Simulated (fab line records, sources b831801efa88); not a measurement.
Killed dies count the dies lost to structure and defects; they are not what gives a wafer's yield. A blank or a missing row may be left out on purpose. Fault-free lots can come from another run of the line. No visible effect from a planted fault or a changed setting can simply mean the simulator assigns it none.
Problem report in the 8D (eight disciplines) form, filled by code    flow gf180mcu    the parts of the form that need people (team, actions taken, sign-off) are left out

== 1. THE ISSUE ==
Mean M1_ALCU_THK at GF_M1_THK_MEAS_06: 479 nm over 6 wafers in 2 lots; fault-free wafers: 457 nm, standard deviation 4.4. Relative to the usual mean, that is a shift of +5.0 standard deviations.
The step: measures by xrf.
Earliest sighting: wafer L107.2 on film_metro-03 at day 21 19:05. The record has a number at this step for 36 wafers belonging to 12 lots. Rule for "out", or "out of limits": more than 4 standard deviations from the usual mean. The other wafers with a number count as sound.

== 2. WHAT IT IS; WHAT IT IS NOT ==
question                     is                      is not
which readings at this step  M1_ALCU_THK             -
which lots                   L107, L108              L100, L101, L102, L105, L106, L992, L995, L996, L997, L998
which wafers of those lots   all that have a number  -
read on which gauges         film_metro-03           film_metro-02, film_metro-04
when                         from day 21 19:05       up to then (30 sound wafers)

== 3. SUSPECTS, AND WHAT RULES EACH OUT ==
Counting: any tool at a process step up to the reading is kept as a suspect provided that every lot that is out went through it and no sound lot did after the first of them.
- the gauge at GF_M1_THK_MEAS_06: kept. All the wafers that are out were read on film_metro-03, and no step on other tools shows them out.
- plasma_asher-03 at GF_SAB_STRIP_13 (strips in O2/N2): kept. It processed each lot that is out, first L107 at day 20 16:31, and no sound lot thereafter; up to then, the last sound lot it processed was L105 at day 20 03:07.
- pvd_sputter-02 at GF_M1_SPUTTER_04 (material TiN, target thk 50 nm, time 41.7 s): kept. It processed each lot that is out, first L107 at day 21 18:55, and no sound lot thereafter; up to then, the last sound lot it processed was L105 at day 21 05:45.
Left after counting: plasma_asher-03 at GF_SAB_STRIP_13, pvd_sputter-02 at GF_M1_SPUTTER_04, film_metro-03 at GF_M1_THK_MEAS_06.

== 4. THE CAUSE (what the simulator had put in) ==
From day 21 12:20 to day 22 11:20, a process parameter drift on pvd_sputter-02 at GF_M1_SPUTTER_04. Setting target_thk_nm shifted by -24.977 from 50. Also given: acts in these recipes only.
This tool is one of the 3 suspects left after counting.

== 5. THE CHAIN OF EFFECTS, in route order ==
Each row: a reading whose mean over the struck wafers that have a number lies more than 3 standard deviations from the usual. Only readings whose record carries a usual standard deviation are examined. hours: median over the lots of the time between each lot's start at the first step of this table that gives one and its start at this step. sigmas: the change, counted in usual standard deviations.
hours  step               reading      usual   on struck wafers  change  sigmas
0      GF_M1_THK_MEAS_06  M1_ALCU_THK  457 nm  479               +22     +5.0

== 6. HOW IT WOULD HAVE BEEN CAUGHT EARLIER ==
In this record the first reading out of limits at a measuring or inspecting step was taken at day 21 19:05, 7 hours after the fault began at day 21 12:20.
No tool reading at GF_M1_SPUTTER_04 that has a usual standard deviation in the record was out on any struck wafer, so an alarm limit of 4 standard deviations on those readings would not have fired.
L108, from the lots that are out (2), started GF_M1_SPUTTER_04 on pvd_sputter-02 later than day 21 19:05. A hold on the tool at that time would have spared it.
